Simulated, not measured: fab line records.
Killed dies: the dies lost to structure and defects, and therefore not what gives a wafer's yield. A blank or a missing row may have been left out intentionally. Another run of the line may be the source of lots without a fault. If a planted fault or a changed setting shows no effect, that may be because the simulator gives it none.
Which tool is to blame? :: flow sky130 :: 12 lots, 36 wafers sampled, at 5 steps of a route of 708

== WHAT THE GAUGES READ, wafer by wafer ==
SKY_VIA2_RS_MEAS_22: measures by four-point-probe. Usual: VIA2_W_RS gives 0.273 ohm/sq (standard deviation 0.003).
lot: L862
measured: day 36 06:38
on: film_metro-01
VIA2_W_RS (ohm/sq): 0.269 0.270 0.271
flag: 

lot: L863
measured: day 36 21:01
on: film_metro-02
VIA2_W_RS (ohm/sq): 0.268 0.266 0.271
flag: 

lot: L864
measured: day 37 03:32
on: film_metro-01
VIA2_W_RS (ohm/sq): 0.281 0.275 0.273
flag: 

lot: L865
measured: day 37 14:21
on: film_metro-01
VIA2_W_RS (ohm/sq): 0.273 0.272 0.275
flag: 

lot: L866
measured: day 38 04:46
on: film_metro-02
VIA2_W_RS (ohm/sq): 0.276 0.273 0.272
flag: 

lot: L868
measured: day 38 20:51
on: film_metro-02
VIA2_W_RS (ohm/sq): 0.271 0.272 0.270
flag: 

lot: L871
measured: day 39 09:34
on: film_metro-02
VIA2_W_RS (ohm/sq): 0.264 0.278 0.266
flag: 

lot: L873
measured: day 40 03:07
on: film_metro-04
VIA2_W_RS (ohm/sq): 0.274 0.262 0.274
flag: 

lot: L882
measured: day 42 12:46
on: film_metro-02
VIA2_W_RS (ohm/sq): 0.272 0.270 0.272
flag: 

lot: L883
measured: day 42 21:22
on: film_metro-02
VIA2_W_RS (ohm/sq): 0.270 0.270 0.274
flag: 

lot: L884
measured: day 43 00:06
on: film_metro-02
VIA2_W_RS (ohm/sq): 0.276 0.274 0.275
flag: 

lot: L885
measured: day 43 04:55
on: film_metro-02
VIA2_W_RS (ohm/sq): 0.273 0.278 0.272
flag: 

SKY_CAPM_RS_MEAS_03: measures by four-point-probe. Usual: CAPM_TIN_RS gives 6.90 ohm/sq (standard deviation 0.1).
lot: L862
measured: day 36 07:28
on: film_metro-02
CAPM_TIN_RS (ohm/sq): 6.81 6.77 6.93
flag: 

lot: L863
measured: day 36 21:50
on: film_metro-03
CAPM_TIN_RS (ohm/sq): 6.86 7.04 6.86
flag: 

lot: L864
measured: day 37 04:22
on: film_metro-03
CAPM_TIN_RS (ohm/sq): 6.78 6.66 6.86
flag: 

lot: L865
measured: day 37 15:10
on: film_metro-01
CAPM_TIN_RS (ohm/sq): 6.81 6.89 6.93
flag: 

lot: L866
measured: day 38 05:35
on: film_metro-02
CAPM_TIN_RS (ohm/sq): 6.93 6.89 6.87
flag: 

lot: L868
measured: day 38 21:41
on: film_metro-02
CAPM_TIN_RS (ohm/sq): 6.79 6.86 6.86
flag: 

lot: L871
measured: day 39 10:23
on: film_metro-03
CAPM_TIN_RS (ohm/sq): 6.93 6.91 6.98
flag: 

lot: L873
measured: day 40 03:57
on: film_metro-01
CAPM_TIN_RS (ohm/sq): 7.04 6.97 6.98
flag: 

lot: L882
measured: day 42 13:35
on: film_metro-01
CAPM_TIN_RS (ohm/sq): 7.05 6.92 7.05
flag: 

lot: L883
measured: day 42 22:12
on: film_metro-01
CAPM_TIN_RS (ohm/sq): 6.85 6.87 6.94
flag: 

lot: L884
measured: day 43 00:55
on: film_metro-01
CAPM_TIN_RS (ohm/sq): 6.85 6.86 6.81
flag: 

lot: L885
measured: day 43 05:44
on: film_metro-02
CAPM_TIN_RS (ohm/sq): 7.03 6.97 7.05
flag: 

== WHICH TOOL RAN EACH LOT (tool, then ch and the chambers of the sampled wafers, then the start) ==
lot: L862
SKY_VIA2_CVD_21: cvd_w-01 ch 1, day 36 06:29
SKY_METAL3_SPUTTER_01: pvd_sputter-03, day 36 07:07
SKY_METAL3_SPUTTER_03: pvd_sputter-03, day 36 07:11

lot: L863
SKY_VIA2_CVD_21: cvd_w-01 ch 0,1, day 36 20:53
SKY_METAL3_SPUTTER_01: pvd_sputter-01, day 36 21:31
SKY_METAL3_SPUTTER_03: pvd_sputter-01, day 36 21:35

lot: L864
SKY_VIA2_CVD_21: cvd_w-02 ch 0,1, day 37 03:25
SKY_METAL3_SPUTTER_01: pvd_sputter-01, day 37 04:00
SKY_METAL3_SPUTTER_03: pvd_sputter-01, day 37 04:04

lot: L865
SKY_VIA2_CVD_21: cvd_w-02 ch 0,1, day 37 14:13
SKY_METAL3_SPUTTER_01: pvd_sputter-02, day 37 14:51
SKY_METAL3_SPUTTER_03: pvd_sputter-02, day 37 14:55

lot: L866
SKY_VIA2_CVD_21: cvd_w-02 ch 0,1, day 38 04:37
SKY_METAL3_SPUTTER_01: pvd_sputter-03, day 38 05:12
SKY_METAL3_SPUTTER_03: pvd_sputter-03, day 38 05:16

lot: L868
SKY_VIA2_CVD_21: cvd_w-02 ch 0,1, day 38 20:43
SKY_METAL3_SPUTTER_01: pvd_sputter-02, day 38 21:21
SKY_METAL3_SPUTTER_03: pvd_sputter-02, day 38 21:25

lot: L871
SKY_VIA2_CVD_21: cvd_w-02 ch 0,1, day 39 09:25
SKY_METAL3_SPUTTER_01: pvd_sputter-03, day 39 10:00
SKY_METAL3_SPUTTER_03: pvd_sputter-03, day 39 10:04

lot: L873
SKY_VIA2_CVD_21: cvd_w-02 ch 0,1, day 40 02:58
SKY_METAL3_SPUTTER_01: pvd_sputter-01, day 40 03:36
SKY_METAL3_SPUTTER_03: pvd_sputter-01, day 40 03:40

lot: L882
SKY_VIA2_CVD_21: cvd_w-01 ch 0,1, day 42 12:38
SKY_METAL3_SPUTTER_01: pvd_sputter-01, day 42 13:16
SKY_METAL3_SPUTTER_03: pvd_sputter-01, day 42 13:20

lot: L883
SKY_VIA2_CVD_21: cvd_w-02 ch 0, day 42 21:08
SKY_METAL3_SPUTTER_01: pvd_sputter-02, day 42 21:51
SKY_METAL3_SPUTTER_03: pvd_sputter-02, day 42 21:55

lot: L884
SKY_VIA2_CVD_21: cvd_w-01 ch 0,1, day 42 23:58
SKY_METAL3_SPUTTER_01: pvd_sputter-01, day 43 00:36
SKY_METAL3_SPUTTER_03: pvd_sputter-01, day 43 00:40

lot: L885
SKY_VIA2_CVD_21: cvd_w-01 ch 0,1, day 43 04:46
SKY_METAL3_SPUTTER_01: pvd_sputter-03, day 43 05:21
SKY_METAL3_SPUTTER_03: pvd_sputter-03, day 43 05:25
- SKY_VIA2_CVD_21: deposits W, target thk 420 nm, time 126.4 s.
- SKY_METAL3_SPUTTER_01: material TiN, target thk 20 nm, time 16.7 s.
- SKY_METAL3_SPUTTER_03: material Ti, target thk 5 nm, time 3.3 s.

== WHAT THE TOOLS THEMSELVES READ (means of the sampled wafers that have a number; where no wafer has one, the mark that the record gives instead) ==
SKY_VIA2_CVD_21. Usual: chamber_pressure_Torr 40.00 Torr, standard deviation 0.087; heater_power_w 799 W, standard deviation 89.
lot: L862
tool: cvd_w-01
chamber_pressure_Torr (Torr): 40.06
heater_power_w (W): 962
flag: 

lot: L863
tool: cvd_w-01
chamber_pressure_Torr (Torr): 39.97
heater_power_w (W): 899
flag: 

lot: L864
tool: cvd_w-02
chamber_pressure_Torr (Torr): 40.11
heater_power_w (W): 743
flag: 

lot: L865
tool: cvd_w-02
chamber_pressure_Torr (Torr): 40.12
heater_power_w (W): 752
flag: 

lot: L866
tool: cvd_w-02
chamber_pressure_Torr (Torr): 39.94
heater_power_w (W): 701
flag: 

lot: L868
tool: cvd_w-02
chamber_pressure_Torr (Torr): 40.07
heater_power_w (W): 702
flag: 

lot: L871
tool: cvd_w-02
chamber_pressure_Torr (Torr): 42.45
heater_power_w (W): 717
flag: OFF

lot: L873
tool: cvd_w-02
chamber_pressure_Torr (Torr): 41.23
heater_power_w (W): 753
flag: OFF

lot: L882
tool: cvd_w-01
chamber_pressure_Torr (Torr): 40.00
heater_power_w (W): 853
flag: 

lot: L883
tool: cvd_w-02
chamber_pressure_Torr (Torr): 39.93
heater_power_w (W): 786
flag: 

lot: L884
tool: cvd_w-01
chamber_pressure_Torr (Torr): 40.08
heater_power_w (W): 863
flag: 

lot: L885
tool: cvd_w-01
chamber_pressure_Torr (Torr): 39.91
heater_power_w (W): 888
flag: 

SKY_METAL3_SPUTTER_01. Usual: throttle_valve_pct 29.6 %, standard deviation 1.1.
lot: L862
tool: pvd_sputter-03
throttle_valve_pct (%): 29.9
flag: 

lot: L863
tool: pvd_sputter-01
throttle_valve_pct (%): 29.3
flag: 

lot: L864
tool: pvd_sputter-01
throttle_valve_pct (%): 29.1
flag: 

lot: L865
tool: pvd_sputter-02
throttle_valve_pct (%): 29.4
flag: 

lot: L866
tool: pvd_sputter-03
throttle_valve_pct (%): 29.8
flag: 

lot: L868
tool: pvd_sputter-02
throttle_valve_pct (%): 29.2
flag: 

lot: L871
tool: pvd_sputter-03
throttle_valve_pct (%): 30.7
flag: 

lot: L873
tool: pvd_sputter-01
throttle_valve_pct (%): 29.9
flag: 

lot: L882
tool: pvd_sputter-01
throttle_valve_pct (%): 30.5
flag: 

lot: L883
tool: pvd_sputter-02
throttle_valve_pct (%): 29.3
flag: 

lot: L884
tool: pvd_sputter-01
throttle_valve_pct (%): 29.2
flag: 

lot: L885
tool: pvd_sputter-03
throttle_valve_pct (%): 29.8
flag: 

SKY_METAL3_SPUTTER_03. Usual: throttle_valve_pct 29.6 %, standard deviation 1.1.
lot: L862
tool: pvd_sputter-03
throttle_valve_pct (%): 29.9
flag: 

lot: L863
tool: pvd_sputter-01
throttle_valve_pct (%): 29.5
flag: 

lot: L864
tool: pvd_sputter-01
throttle_valve_pct (%): 29.0
flag: 

lot: L865
tool: pvd_sputter-02
throttle_valve_pct (%): 29.3
flag: 

lot: L866
tool: pvd_sputter-03
throttle_valve_pct (%): 29.8
flag: 

lot: L868
tool: pvd_sputter-02
throttle_valve_pct (%): 29.4
flag: 

lot: L871
tool: pvd_sputter-03
throttle_valve_pct (%): 30.8
flag: 

lot: L873
tool: pvd_sputter-01
throttle_valve_pct (%): 29.9
flag: 

lot: L882
tool: pvd_sputter-01
throttle_valve_pct (%): 30.2
flag: 

lot: L883
tool: pvd_sputter-02
throttle_valve_pct (%): 29.2
flag: 

lot: L884
tool: pvd_sputter-01
throttle_valve_pct (%): 29.2
flag: 

lot: L885
tool: pvd_sputter-03
throttle_valve_pct (%): 30.0
flag: 

== THE ANSWER, worked out from the rows above alone ==
Rule: a lot counts as off when the mean over its wafers that have a number is more than 3 standard deviations away from the usual mean. A lot without any number at a reading at which 4 lots or more have one is off too. Any other lot the step has rows for is counted as sound. After the gauges, taken in route order, come the tools' own readings; for these a lot's mean is taken, as printed above. The first step at which some lot is off is used, and at that step the reading that is off furthest; a lot without a number counts as furthest.
Off at SKY_VIA2_CVD_21 (chamber_pressure_Torr): L871, L873.
A tool fits if, at that step or a process step before it, it ran every lot that is off, and no sound lot after the first of them. Of those tried, none fits.

== WHAT THE SIMULATOR HAD PUT IN ==
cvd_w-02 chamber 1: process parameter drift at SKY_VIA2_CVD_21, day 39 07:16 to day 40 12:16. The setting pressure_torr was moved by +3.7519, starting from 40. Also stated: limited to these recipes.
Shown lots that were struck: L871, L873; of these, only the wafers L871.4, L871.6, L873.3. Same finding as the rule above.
